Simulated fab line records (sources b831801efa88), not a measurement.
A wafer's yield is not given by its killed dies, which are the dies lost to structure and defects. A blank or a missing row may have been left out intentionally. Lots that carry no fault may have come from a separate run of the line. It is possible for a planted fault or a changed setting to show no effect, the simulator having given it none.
Struck lot and sound lot, side by side + flow gf180mcu + 22 steps out of a route of 602
Sound: the wafers L150.4, L150.5, L150.6. Wafers L169.1, L169.2, L169.5 were the ones struck. Last of all comes the cause.
For every step that has rows: the tool of each side, followed by ch and its chambers, followed by its first start. Under that, the readings that differ: sound wafers + struck wafers + difference of the means + sigmas: that difference in standard deviations of wafers without a fault.
alike: readings whose means differ by less than 2 such deviations, and words and numbers that are the same on both sides. not compared: withheld readings, readings that some wafer has no value for, bounds like >300 that may hide the same value, and numbers for which the record gives no deviation and whose values overlap.
Wherever a step has rows on one side only, a row that says differs or no value, or a row with sigmas, the two part there. Non-overlapping numbers with no deviation appear without sigmas and do not part them. A reading missing from all wafers of one side parts the sides only when that side holds two or more wafers.

GF_VT_IMPLANT_RTA_45: time 30 s.
  sound on rtp_anneal-02 ch 0, day 9 04:46; struck on rtp_anneal-02 ch 0, day 14 02:18
  alike: lamp_power_pct, wafer_temp_C_max
GF_VT_IMPLANT_RS_MEAS_46: a four-point-probe measurement.
  sound: film_metro-01 at day 9 04:52; struck: film_metro-01 at day 14 02:24
  alike: MVSD_RS
GF_VT_IMPLANT_RS_MEAS_47: a four-point-probe measurement.
  sound: film_metro-01 at day 9 04:59; struck: film_metro-01 at day 14 02:31
  alike: NWELL_RS
GF_VT_IMPLANT_RS_MEAS_48: a four-point-probe measurement.
  sound: film_metro-01 at day 9 05:07; struck: film_metro-01 at day 14 02:38
| reading             | sound          | struck         | difference | sigmas |
|---------------------|----------------|----------------|------------|--------|
| LVPWELL_RS (ohm/sq) | 1195 1194 1195 | 1206 1201 1204 | +9         | +3     |
GF_VT_IMPLANT_RS_MEAS_49: a four-point-probe measurement.
  sound: film_metro-01 at day 9 05:14; struck: film_metro-01 at day 14 02:46
  alike: MVPSD_RS
then, 4 steps without rows for these wafers: GF_VT_IMPLANT_WET_ETCH_50 (etches SiO2 in dHF, target depth 20 nm, time 400 s); GF_DUAL_GATE_CLEAN_00 (cleans in SC1/SC2, time 150 s); GF_DUAL_GATE_CLEAN_01 (cleans in dHF, time 20 s); GF_DUAL_GATE_OXIDATION_02 (stabilise 600 s, purge 300 s, target thk 10.887 nm).
GF_DUAL_GATE_THK_MEAS_03:
  sound: film_metro-04 at day 9 06:57; struck: film_metro-04 at day 14 06:47
  alike: DUAL_GATE_OXIDATION_00_THK
then, 2 steps without rows for these wafers: GF_DUAL_GATE_DEHYDRATE_04 (time 60 s); GF_DUAL_GATE_HMDS_05 (prime time 60 s).
GF_DUAL_GATE_COAT_06: resist thk 1000 nm.
  sound on litho_track-03 ch 0, day 9 15:32; struck on litho_track-04 ch 0, day 14 16:44
| reading                                        | sound                | struck               | difference | sigmas |
|------------------------------------------------|----------------------|----------------------|------------|--------|
| spin_speed_rpm (rpm)                           | 2998.8 3000.3 3002.9 | 2880.0 2883.9 2880.4 | -119.2     | -66    |
| model.NOVOLAK_of_DUAL_GATE_COAT_06.thk_nm (nm) | 1002 1005 1002       | 1022 1022 1022       | +19        |        |
then, 3 steps without rows for these wafers: GF_DUAL_GATE_SOFTBAKE_07 (time 60 s); GF_DUAL_GATE_EXPOSE_08 (exposes mask Dualgate, target cd 700 nm); GF_DUAL_GATE_PEB_09.
GF_DUAL_GATE_DEVELOP_10: develop time 60 s.
  sound on litho_track-01 ch 0, day 9 23:45; struck on litho_track-03 ch 0, day 15 04:07
| reading                                        | sound          | struck         | difference | sigmas |
|------------------------------------------------|----------------|----------------|------------|--------|
| model.NOVOLAK_of_DUAL_GATE_COAT_06.thk_nm (nm) | 1002 1004 1001 | 1021 1021 1021 | +19        |        |
GF_DUAL_GATE_OVL_MEAS_11:
  sound: overlay-02 at day 9 23:51; struck: overlay-02 at day 15 04:16
  alike: DUAL_GATE_OVL
then, 1 step without rows for these wafers: GF_DUAL_GATE_WET_ETCH_12 (etches SiO2 in dHF, target depth 13 nm, time 260 s).
GF_DUAL_GATE_STRIP_13: strips in O2/N2.
  sound on plasma_asher-02 ch 0,1, day 9 23:59; struck on plasma_asher-02 ch 0,1, day 15 04:23
| reading                      | sound             | struck            | difference | sigmas |
|------------------------------|-------------------|-------------------|------------|--------|
| strip_time_to_endpoint_s (s) | 12.64 12.68 12.65 | 12.83 12.82 12.82 | +0.17      | +4     |
  alike: drypump_motor_current_A, heater_power_w, oes_product_au, platen_temp_c
  not compared: rf_hours_counter_h
then, 1 step without rows for these wafers: GF_DUAL_GATE_CLEAN_14 (cleans in SC1/SC2, time 150 s).
GF_PASSIVATION_PROBE_99:
  sound wafers here have rows in the record (prober-02, day 31 03:56); struck ones have none

WHERE THEY PART
Last at GF_PASSIVATION_PROBE_99 as far as this record goes, first at GF_VT_IMPLANT_RS_MEAS_48.

WHY: what the simulator had put in
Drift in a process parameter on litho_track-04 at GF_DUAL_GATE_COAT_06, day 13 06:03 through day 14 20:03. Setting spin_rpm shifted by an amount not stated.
